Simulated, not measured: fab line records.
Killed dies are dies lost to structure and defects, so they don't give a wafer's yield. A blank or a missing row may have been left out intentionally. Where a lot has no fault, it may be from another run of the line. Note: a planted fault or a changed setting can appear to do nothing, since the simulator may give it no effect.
A lot that was struck, set against a sound lot :: flow sfq-line :: 24 steps out of a route of 325
Sound: the wafers L899.1, L899.3, L899.5. Wafers L886.2, L886.3, L886.6 were the ones struck. At the end, the cause is stated.
Order at every step that has rows: each side's tool, ch and its chambers, its first start. Under that, the readings that differ: sound wafers :: struck wafers :: difference of the means :: sigmas: that difference in standard deviations of wafers without a fault.
alike: same words and numbers on both sides, and readings whose means sit less than 2 such deviations apart. not compared: any withheld reading, any reading some wafer has no value for, any bound like >300 that may hide the same value, and any number with overlapping values for which the record gives no deviation.
The two part at a step that has a row with sigmas, a row that says differs or no value, or rows on one side only. When numbers do not overlap yet have no deviation, they are printed without sigmas and do not part them. A reading that every wafer of one side lacks parts them only if that side has two wafers or more.

first, 6 steps without rows for these wafers: SFQ_TRILAYER_I3_VIA_LITHO_COAT_090 (resist thk 62 nm); SFQ_TRILAYER_I3_VIA_LITHO_COAT_085 (resist thk 650 nm); SFQ_TRILAYER_I3_VIA_LITHO_SOFTBAKE_089; SFQ_TRILAYER_I3_VIA_LITHO_EXPOSE_086 (exposes mask I3, target cd 500 nm); SFQ_TRILAYER_I3_VIA_LITHO_PEB_088 (peb time 60 s); SFQ_TRILAYER_I3_VIA_LITHO_DEVELOP_087 (time 60 s).
SFQ_I3_OVL_MEAS_923:
  sound: overlay-01 at day 49 07:43; struck: overlay-01 at day 44 07:49
  alike: I3_OVL
SFQ_TRILAYER_I3_VIA_BARC_OPEN_VIA_ETCH_121: etches BARC in O2, target depth 125 nm, time 41.7 s.
  sound on rie-diel-02 ch 2,3, day 49 07:46; struck on rie-diel-03 ch 0,1,3, day 44 07:51
  alike: drypump-motor-current-A, oes-product-au
  not compared: rf-hours-counter-h
SFQ_TRILAYER_I3_VIA_ETCH_VIA_ETCH_088: etches SiO2 in CHF3, stops on Nb, target depth 260 nm.
  sound on rie-diel-02 ch 2,3, day 49 07:48; struck on rie-diel-03 ch 0,1,3, day 44 07:53
  alike: drypump-motor-current-A, oes-product-au
SFQ_TRILAYER_I3_VIA_STRIP_STRIP_089: strips in O2.
  sound on rie-metal-04 ch 0,1, day 49 07:55; struck on rie-metal-03 ch 0,1, day 44 08:00
  alike: drypump-motor-current-A, oes-product-au, platen-temp-c
  not compared: rf-hours-counter-h
then, 2 steps without rows for these wafers: SFQ_TRILAYER_I3_VIA_STRIP_SOLV_CLEAN_090 (cleans in NMP, time 600 s); SFQ_TRILAYER_M4_DEP_PRE_CLEAN_092 (time 22.5 s).
SFQ_TRILAYER_M4_DEP_SPUTTER_091: material Nb, target thk 200 nm, time 133.3 s.
  sound: pvd-sputter-05 at day 49 08:43; struck: pvd-sputter-05 at day 44 09:04
  alike: cathode-dc-power-W, resputter-cathode-voltage-v, throttle-valve-pct
SFQ_M4_RS_MEAS_924: measures by four-point-probe.
  sound: film-metro-02 at day 49 08:49; struck: film-metro-02 at day 44 09:10
reading: M4_NB_RS (ohm/sq)
sound: 0.907 0.902 0.908
struck: 0.442 0.442 0.440
difference: -0.464
sigmas: -42
then, 6 steps without rows for these wafers: SFQ_TRILAYER_M4_LITHO_COAT_098 (resist thk 62 nm); SFQ_TRILAYER_M4_LITHO_COAT_093 (resist thk 600 nm); SFQ_TRILAYER_M4_LITHO_SOFTBAKE_097; SFQ_TRILAYER_M4_LITHO_EXPOSE_094 (exposes mask M4, target cd 500 nm); SFQ_TRILAYER_M4_LITHO_PEB_096 (peb time 60 s); SFQ_TRILAYER_M4_LITHO_DEVELOP_095 (time 60 s).
-- the record jumps here: 6 days lie between the struck wafers' starts before and after --
SFQ_M4_OVL_MEAS_926:
  sound: overlay-01 at day 55 05:06; struck: overlay-01 at day 50 08:56
  alike: M4_OVL
SFQ_TRILAYER_M4_BARC_OPEN_METAL_ETCH_123: etches BARC in O2, target depth 125 nm, time 41.7 s.
  sound on rie-metal-01 ch 0,1, day 55 05:08; struck on rie-metal-01 ch 1, day 50 08:58
  alike: drypump-motor-current-A, oes-product-au
  not compared: rf-hours-counter-h
SFQ_TRILAYER_M4_ETCH_METAL_ETCH_096: etches Nb in Cl2/Ar, stops on SiO2, target depth 240 nm, time 120 s.
  sound on rie-metal-01 ch 0,1, day 55 05:11; struck on rie-metal-01 ch 1, day 50 09:01
reading: oes-product-au (a.u.)
sound: 0.884 0.884 0.886
struck: 0.991 0.984 0.989
difference: +0.103
sigmas: +14

reading: model.etch.depth-nm (nm)
sound: 196.4 197.1 196
struck: 235.2 235 235.5
difference: +38.7
sigmas: 

reading: model.M4.feature-depth-nm (nm)
sound: 196.4 197.1 196
struck: 235.2 235 235.5
difference: +38.7
sigmas: 
  alike: drypump-motor-current-A
  not compared: rf-hours-counter-h
SFQ_TRILAYER_M4_STRIP_STRIP_097: strips in O2.
  sound on rie-metal-01 ch 0,1, day 55 05:19; struck on rie-metal-01 ch 1, day 50 09:09
  alike: drypump-motor-current-A, oes-product-au, platen-temp-c
  not compared: rf-hours-counter-h

WHERE THEY PART
Earliest at SFQ_M4_RS_MEAS_924; latest, in this record, at SFQ_TRILAYER_M4_ETCH_METAL_ETCH_096. Later steps at which nothing parts them and some readings are alike: SFQ_TRILAYER_M4_STRIP_STRIP_097.

WHY: what the simulator had put in
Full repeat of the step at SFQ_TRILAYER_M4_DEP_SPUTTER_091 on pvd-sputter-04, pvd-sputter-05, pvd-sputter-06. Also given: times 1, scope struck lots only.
